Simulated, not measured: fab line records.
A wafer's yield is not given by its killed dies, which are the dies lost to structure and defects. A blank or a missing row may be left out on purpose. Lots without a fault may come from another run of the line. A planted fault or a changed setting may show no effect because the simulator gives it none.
Lot-split experiment -- flow sfq_line -- on a route of 325 steps: 5 lots, 23 wafers read

## SPLIT DETAILS
At SFQ_TRILAYER_I2_DEP_PECVD_063 (deposits SiO2 from SiH4/N2O, time 111.11 s, target thk 500 nm), the setting rf_w was moved away from the recipe's 183.3 W on 10 of the 23 wafers read, by -11.7% to +10.0%. All remaining wafers had this setting at the recipe value.

Reading taken at the split's own step.

## THE READING
SiO2_of_TRILAYER_I2_DEP_PECVD_063.thk_nm (the simulator's own value, which no gauge read), in nm, at SFQ_TRILAYER_I2_DEP_PECVD_063 (deposits SiO2 from SiH4/N2O, time 111.11 s, target thk 500 nm). The file does not state a usual value for it. Here, 13 wafers ran the recipe; their average is 498.9 nm with a standard deviation of 7.1 nm.

wafer,"tool, chamber at the split","rf_w as run, W",against the recipe,"SiO2_of_TRILAYER_I2_DEP_PECVD_063.thk_nm, nm",against lot-mates on the recipe
L075.1,"pecvd-01, 0",161.9,-11.7%,484.1,-21.6
L075.2,"pecvd-01, 2",161.9,-11.7%,478.4,-27.3
L075.3,"pecvd-01, 1",183.3,recipe,498,-
L075.4,"pecvd-01, 0",183.3,recipe,514,-
L075.5,"pecvd-01, 2",183.3,recipe,505,-
L076.1,"pecvd-01, 1",183.3,recipe,494.4,-
L076.2,"pecvd-01, 2",201.7,+10.0%,505.2,+5.3
L076.4,"pecvd-01, 1",183.3,recipe,505.4,-
L076.5,"pecvd-01, 2",201.7,+10.0%,511,+11.1
L076.6,"pecvd-01, 0",201.7,+10.0%,522.7,+22.8
L077.1,"pecvd-01, 2",162.8,-11.2%,474.7,-26.6
L077.2,"pecvd-01, 0",183.3,recipe,497,-
L077.3,"pecvd-01, 1",162.8,-11.2%,479,-22.2
L077.4,"pecvd-01, 0",183.3,recipe,505.5,-
L077.5,"pecvd-01, 2",162.8,-11.2%,481.7,-19.6
L082.2,"pecvd-03, 0",183.3,recipe,489.5,-
L082.3,"pecvd-03, 2",183.3,recipe,489.1,-
L082.4,"pecvd-03, 2",183.3,recipe,500.2,-
L082.5,"pecvd-03, 0",200.7,+9.5%,509.5,+16.6
L082.6,"pecvd-03, 1",200.7,+9.5%,518.6,+25.7
L083.2,"pecvd-03, 2",183.3,recipe,491.4,-
L083.3,"pecvd-03, 1",183.3,recipe,493.9,-
L083.6,"pecvd-03, 1",183.3,recipe,501.7,-

FIT RESULTS
A straight line over all 23 wafers: SiO2_of_TRILAYER_I2_DEP_PECVD_063.thk_nm changes by +1.6 nm for each +1% of rf_w; r = +0.87; the points scatter about the line by 6.6 nm.
The same after taking each lot's own level away (the mean of its wafers on the recipe; 23 wafers): +1.88 nm for each +1%; r = +0.92; scatter 5.9 nm.
That fit puts the effect of the largest move of rf_w on the reading at 22 nm.
The span of the lots' own levels, 492.93 to 505.67 nm, comes to 1.8 times the standard deviation stated above.
So the slope is not independent of the lot-to-lot level: the two fits are not the same.
Check: for one of the wafers moved furthest among these (-11.7%), held out of the fit, the line's prediction against its lot-mates is -23.1 nm. It came out at -21.6 nm against them.

## THE OTHER SPLITS THESE WAFERS WENT THROUGH
Note: prior to the reading, these wafers also went through further splits. Each is held against what the fit with the lots' levels taken away leaves over:
other split on the same wafers,wafers away from the commonest value,r with SiO2_of_TRILAYER_I2_DEP_PECVD_063.thk_nm (lot level and that fit taken away)
SFQ_TRILAYER_M2_BARC_OPEN_METAL_ETCH_077 icp_w,9,+0.07

## FILE'S OWN FIT
SiO2_of_TRILAYER_I2_DEP_PECVD_063.thk_nm changes by +1.93 nm for each +1% of rf_w, r = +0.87.
